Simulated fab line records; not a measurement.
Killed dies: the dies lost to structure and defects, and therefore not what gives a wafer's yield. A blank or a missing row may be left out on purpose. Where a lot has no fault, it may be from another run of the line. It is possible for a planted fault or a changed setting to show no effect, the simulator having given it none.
Problem report in the 8D (eight disciplines) form, filled by code    flow sky130    the parts of the form that need people (team, actions taken, sign-off) are left out

## 1. WHAT IS WRONG
beam energy keV at SKY_LDD_P_IMPLANT_09 reads a mean of 26.475 on 6 wafers of 2 lots; wafers without a fault read 25.000 with a standard deviation of 0.0085. That is +99 or more standard deviations from the usual mean.
Seen first at day 24 12:25 on implanter-02, wafer L858.3. The record has a number at this step for 36 wafers belonging to 12 lots. By rule, "out" or "out of limits" means more than 4 standard deviations away from the usual mean. The rest of the wafers with a number are treated as sound.

## 2. WHAT THIS IS AND IS NOT
question                     is                      is not
which readings at this step  beam energy keV         -
which lots                   L858, L861              L844, L847, L851, L852, L854, L855, L856, L859, L860, L866
which wafers of those lots   all that have a number  -
read on which tools          implanter-02            implanter-03, implanter-04
when                         from day 24 12:25       up to then (21 sound wafers); but 9 sound wafers of L859, L860, L866 came after

## 3. SUSPECTS, AND WHAT RULES EACH OUT
Counting: any tool at a process step up to the reading is kept as a suspect provided that every lot that is out went through it and no sound lot did after the first of them.
- implanter-02 at SKY_LDD_P_IMPLANT_09: ruled out as a lasting fault. The sound lots L866 went through it after L858, its earliest lot that is out (day 24 12:25).
Left after counting: nothing in the record.

## 4. THE CAUSE (what the simulator had put in)
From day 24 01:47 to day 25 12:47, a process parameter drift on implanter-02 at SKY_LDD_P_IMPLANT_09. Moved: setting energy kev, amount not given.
Counting ruled it out, wrongly.

## 5. THE CHAIN OF EFFECTS, in route order
One row per reading whose mean, taken over the struck wafers that have a number, lies over 3 standard deviations from the usual. Only readings whose record carries a usual standard deviation are examined. hours: median over the lots of the time between each lot's start at the first step of this table that gives one and its start at this step. sigmas: the change, counted in usual standard deviations.
hours  step                  reading          usual   on struck wafers  change  sigmas
0      SKY_LDD_P_IMPLANT_09  beam energy keV  25.000  26.475            +1.475  +99 or more
0      SKY_LDD_P_TW_MEAS_11  LDD_P_TW         642     654               +12     +3.4
Process steps it contains:
- SKY_LDD_P_IMPLANT_09
At these later measuring or inspecting steps, every struck wafer for which the step has a row has a number for every such reading, and none has moved that far: SKY_LDD_HVP_OVL_MEAS_07.

## 6. WHAT WOULD HAVE CAUGHT IT SOONER
In this record the first reading out of limits was taken at day 24 12:25, 11 hours after the fault began at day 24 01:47.
